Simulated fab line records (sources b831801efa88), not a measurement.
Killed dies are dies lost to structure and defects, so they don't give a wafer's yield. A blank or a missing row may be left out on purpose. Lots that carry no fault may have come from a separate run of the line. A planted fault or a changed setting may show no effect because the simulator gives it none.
What tool caused it? | flow sfq line | 42 wafers from 14 lots sampled at 4 of the route's 325 steps

## WHAT EACH GAUGE READ, for each wafer
The record holds no reading of a measuring or inspecting step that can be judged against a usual standard deviation.

## TOOL THAT RAN EACH LOT (tool first, then ch and the chambers of the sampled wafers, then the start)
lot  | SFQ_TRILAYER_I2_VIA_STRIP_STRIP_071 | SFQ_TRILAYER_I3_DEP_PECVD_081   | SFQ_TRILAYER_I4_VIA_BARC_OPEN_VIA_ETCH_146 | SFQ_TRILAYER_I4_VIA_STRIP_STRIP_107
L871 | rie metal-02 ch 0,1, day 39 06:20   | pecvd-01 ch 0,1, day 44 22:58   | rie diel-04 ch 1,2, day 56 21:23           | rie metal-04 ch 0,1, day 56 21:44
L872 | rie metal-04 ch 0,1, day 39 09:44   | pecvd-03 ch 1,2, day 45 02:31   | rie diel-04 ch 1,2, day 57 03:34           | rie metal-04 ch 0,1, day 57 03:43
L873 | rie metal-01 ch 0,1, day 39 12:08   | pecvd-04 ch 0,1,2, day 45 07:19 | rie diel-02 ch 0,1,2, day 57 08:55         | rie metal-01 ch 0,1, day 57 09:04
L878 | rie metal-04 ch 0,1, day 41 08:32   | pecvd-03 ch 0,2, day 47 12:15   | rie diel-04 ch 0,2,3, day 58 22:46         | rie metal-04 ch 0,1, day 58 22:55
L879 | rie metal-04 ch 0,1, day 41 17:04   | pecvd-01 ch 0,1,2, day 47 20:39 | rie diel-04 ch 1,3, day 59 06:40           | rie metal-02 ch 0,1, day 59 06:49
L884 | rie metal-01 ch 0,1, day 44 03:07   | pecvd-01 ch 0,1, day 49 23:34   | rie diel-01 ch 1,2,3, day 65 16:26         | rie metal-01 ch 0,1, day 65 16:47
L885 | rie metal-02 ch 0,1, day 44 16:07   | pecvd-04 ch 0,1, day 50 13:05   | rie diel-01 ch 0,3, day 65 23:38           | rie metal-04 ch 0,1, day 65 23:47
L886 | rie metal-01 ch 0,1, day 45 00:31   | pecvd-01 ch 1,2, day 50 21:06   | rie diel-02 ch 0,2,3, day 66 04:26         | rie metal-04 ch 0, day 66 04:35
L887 | rie metal-02 ch 0,1, day 45 07:43   | pecvd-04 ch 0,1, day 51 05:05   | rie diel-02 ch 1,2, day 66 12:11           | rie metal-01 ch 0,1, day 66 12:20
L890 | rie metal-01 ch 0,1, day 45 11:26   | pecvd-01 ch 0,1,2, day 51 11:30 | rie diel-01 ch 1,2, day 67 06:53           | rie metal-04 ch 0,1, day 67 07:02
L891 | rie metal-02 ch 0,1, day 51 20:29   | pecvd-03 ch 0,1,2, day 52 00:44 | rie diel-04 ch 2,3, day 67 10:29           | rie metal-02 ch 0,1, day 67 10:50
L892 | rie metal-04 ch 0,1, day 52 03:41   | pecvd-01 ch 0,1,2, day 52 07:49 | rie diel-02 ch 1,2, day 67 15:23           | rie metal-04 ch 0,1, day 67 15:44
L893 | rie metal-02 ch 0,1, day 52 11:53   | pecvd-03 ch 0,1, day 52 16:23   | rie diel-01 ch 0,1, day 67 18:59           | rie metal-02 ch 0,1, day 67 19:08
L894 | rie metal-02 ch 0,1, day 53 05:07   | pecvd-03 ch 1,2, day 53 12:56   | rie diel-04 ch 0,1,3, day 68 03:23         | rie metal-01 ch 0,1, day 68 03:32
- SFQ_TRILAYER_I2_VIA_STRIP_STRIP_071: strips in O2.
- SFQ_TRILAYER_I3_DEP_PECVD_081: deposits SiO2 from SiH4/N2O, time 111.11 s, target thk 500 nm.
- SFQ_TRILAYER_I4_VIA_BARC_OPEN_VIA_ETCH_146: etches BARC in O2, target depth 125 nm, time 41.7 s.
- SFQ_TRILAYER_I4_VIA_STRIP_STRIP_107: strips in O2.

## WHAT THE TOOLS THEMSELVES READ (means of the sampled wafers that have a number; where no wafer has one, the mark that the record gives instead)
SFQ_TRILAYER_I2_VIA_STRIP_STRIP_071.
lot  | tool         | drypump motor current A (A) | oes product au (a.u.)
L871 | rie metal-02 | 6.0                         | 0.999
L872 | rie metal-04 | 5.5                         | 0.995
L873 | rie metal-01 | 5.5                         | 0.996
L878 | rie metal-04 | 5.5                         | 0.995
L879 | rie metal-04 | 5.5                         | 0.995
L884 | rie metal-01 | 5.8                         | 0.987
L885 | rie metal-02 | 6.1                         | 0.991
L886 | rie metal-01 | 5.5                         | 0.984
L887 | rie metal-02 | 6.0                         | 0.997
L890 | rie metal-01 | 5.8                         | 0.991
L891 | rie metal-02 | 5.8                         | 0.995
L892 | rie metal-04 | 5.4                         | 0.991
L893 | rie metal-02 | 5.8                         | 1.005
L894 | rie metal-02 | 5.8                         | 0.995

SFQ_TRILAYER_I3_DEP_PECVD_081.
lot  | tool     | heater power w (W) | throttle valve pct (%)
L871 | pecvd-01 | 80                 | 25.6
L872 | pecvd-03 | 92                 | 24.2
L873 | pecvd-04 | 75                 | 24.5
L878 | pecvd-03 | 98                 | 23.3
L879 | pecvd-01 | 77                 | 25.7
L884 | pecvd-01 | 77                 | 25.6
L885 | pecvd-04 | 70                 | 26.1
L886 | pecvd-01 | 80                 | 26.0
L887 | pecvd-04 | 67                 | 26.2
L890 | pecvd-01 | 72                 | 25.8
L891 | pecvd-03 | 96                 | 23.9
L892 | pecvd-01 | 74                 | 25.8
L893 | pecvd-03 | 94                 | 24.5
L894 | pecvd-03 | 95                 | 24.3

SFQ_TRILAYER_I4_VIA_BARC_OPEN_VIA_ETCH_146.
lot  | tool        | drypump motor current A (A) | oes product au (a.u.) | run length s (s)
L871 | rie diel-04 | 5.3                         | 0.684                 | 69.6
L872 | rie diel-04 | 5.3                         | 0.684                 | 69.6
L873 | rie diel-02 | 5.7                         | 0.689                 | 69.4
L878 | rie diel-04 | 5.6                         | 0.648                 | 75.7
L879 | rie diel-04 | 5.5                         | 0.668                 | 72.9
L884 | rie diel-01 | 5.5                         | 0.689                 | 70.1
L885 | rie diel-01 | 5.6                         | 0.683                 | 70.4
L886 | rie diel-02 | 6.0                         | 0.689                 | 69.8
L887 | rie diel-02 | 5.8                         | 0.682                 | 69.6
L890 | rie diel-01 | 5.9                         | 0.686                 | 70.3
L891 | rie diel-04 | 5.5                         | 0.688                 | 69.7
L892 | rie diel-02 | 5.6                         | 0.688                 | 69.5
L893 | rie diel-01 | 6.1                         | 0.684                 | 70.3
L894 | rie diel-04 | 5.5                         | 0.688                 | 69.9

SFQ_TRILAYER_I4_VIA_STRIP_STRIP_107.
lot  | tool         | drypump motor current A (A) | oes product au (a.u.)
L871 | rie metal-04 | 5.5                         | 0.995
L872 | rie metal-04 | 5.4                         | 1.004
L873 | rie metal-01 | 5.8                         | 1.017
L878 | rie metal-04 | 5.4                         | 1.007
L879 | rie metal-02 | 5.8                         | 1.010
L884 | rie metal-01 | 5.5                         | 0.988
L885 | rie metal-04 | 5.4                         | 1.002
L886 | rie metal-04 | 5.4                         | 1.004
L887 | rie metal-01 | 5.8                         | 1.005
L890 | rie metal-04 | 5.4                         | 0.999
L891 | rie metal-02 | 5.8                         | 1.000
L892 | rie metal-04 | 5.4                         | 1.006
L893 | rie metal-02 | 5.8                         | 0.995
L894 | rie metal-01 | 5.5                         | 0.981

## THE ANSWER, worked out from the rows above alone
Rule: usual is defined by the lots themselves. Put in order of their means at a reading, lots are off if they are a third of the lots or fewer, leave a main group of 4 or more, and stand apart from it by a gap of 3 or more times the standard deviation of the main group's means; of several such gaps the widest counts. Not used: any main group whose means are identical at the precision the tables above print for the reading. Also off: a lot with no number at a reading for which 4 or more lots have one. The other lots that the step has rows for count as sound. The gauges are gone through in route order, then the tools' own readings, and for those a lot's mean is taken as printed above. At the first step where some lot is off, the reading lying furthest off is the one used; lots without a number count as furthest.
Off, at SFQ_TRILAYER_I4_VIA_BARC_OPEN_VIA_ETCH_146 on run length s: L878, L879. The main group: mean 69.8 s, standard deviation 0.33.
If a tool, at that step or one of the process steps before it, ran each lot that is off and ran no sound lot following the first of them, it fits. Not one of the candidates tried fits.

## WHAT HAD BEEN PUT IN BY THE SIMULATOR
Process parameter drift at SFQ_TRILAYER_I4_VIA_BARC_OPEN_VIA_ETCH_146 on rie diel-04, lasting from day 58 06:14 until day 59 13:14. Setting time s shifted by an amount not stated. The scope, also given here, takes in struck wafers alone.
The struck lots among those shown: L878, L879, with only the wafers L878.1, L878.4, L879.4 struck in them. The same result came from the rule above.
